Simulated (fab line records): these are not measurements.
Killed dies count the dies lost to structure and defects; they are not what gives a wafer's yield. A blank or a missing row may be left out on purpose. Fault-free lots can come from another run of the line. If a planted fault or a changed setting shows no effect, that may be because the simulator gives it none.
Which tool was responsible?	flow gf180mcu	6 lots, 18 wafers sampled, at 3 steps of a route of 602

WHAT THE GAUGES SHOWED, per wafer
GF_HV_LDD_TW_MEAS_23.
lot	measured	on	HV_LDD_2_TW
L267	day 11 11:45	film-metro-04	1044 1044 1045
L269	day 12 05:47	film-metro-03	1050 1050 1054
L272	day 13 02:09	film-metro-01	1061 1057 1060
L276	day 14 04:58	film-metro-01	1065 1064 1059
L281	day 16 02:13	film-metro-04	917 916 918 920 920 923
L284	day 17 10:32	film-metro-03	1054 1062 1053

WHICH TOOL RAN EACH LOT (tool, then ch and the chambers of the sampled wafers, then the start)
lot	GF_HV_LDD_IMPLANT_21	GF_HV_LDD_STRIP_22
L267	implanter-02 ch 0, day 11 11:30	plasma-asher-04 ch 0,1, day 11 11:39
L269	implanter-02 ch 0, day 12 05:32	plasma-asher-04 ch 0,1, day 12 05:41
L272	implanter-03 ch 0, day 13 01:54	plasma-asher-04 ch 0,1, day 13 02:03
L276	implanter-03 ch 0, day 14 04:44	plasma-asher-01 ch 0,1, day 14 04:52
L281	implanter-03 ch 0, day 16 01:59	plasma-asher-01 ch 0,1, day 16 02:07
L284	implanter-01 ch 0, day 17 10:18	plasma-asher-04 ch 0,1, day 17 10:26
- GF_HV_LDD_IMPLANT_21
- GF_HV_LDD_STRIP_22: strips in O2/N2.

THE ANSWER, worked out from the rows above alone
Rule: usual is defined by the lots themselves. The widest of any qualifying gaps counts: lots, ordered by their means at a reading, are off when they make up no more than a third of the lots, leave a main group of 4 or more, and stand apart from it by 3 or more times the standard deviation of that group's means. Not used: any main group whose means are identical at the precision the tables above print for the reading. A lot without any number at a reading at which 4 lots or more have one is off too. The other lots that the step has rows for count as sound.
Off: L281, at GF_HV_LDD_TW_MEAS_23 (HV_LDD_2_TW). The main group: mean 1055, standard deviation 6.4.
A tool fits if, at a process step before that reading, it ran every lot that is off, and no sound lot after the first of them. Gauges at GF_HV_LDD_TW_MEAS_23: tried the same way as those tools. Can't be told from this: 3 tools fit, implanter-03 at GF_HV_LDD_IMPLANT_21, plasma-asher-01 at GF_HV_LDD_STRIP_22, film-metro-04 at GF_HV_LDD_TW_MEAS_23.

WHAT WAS PUT IN BY THE SIMULATOR
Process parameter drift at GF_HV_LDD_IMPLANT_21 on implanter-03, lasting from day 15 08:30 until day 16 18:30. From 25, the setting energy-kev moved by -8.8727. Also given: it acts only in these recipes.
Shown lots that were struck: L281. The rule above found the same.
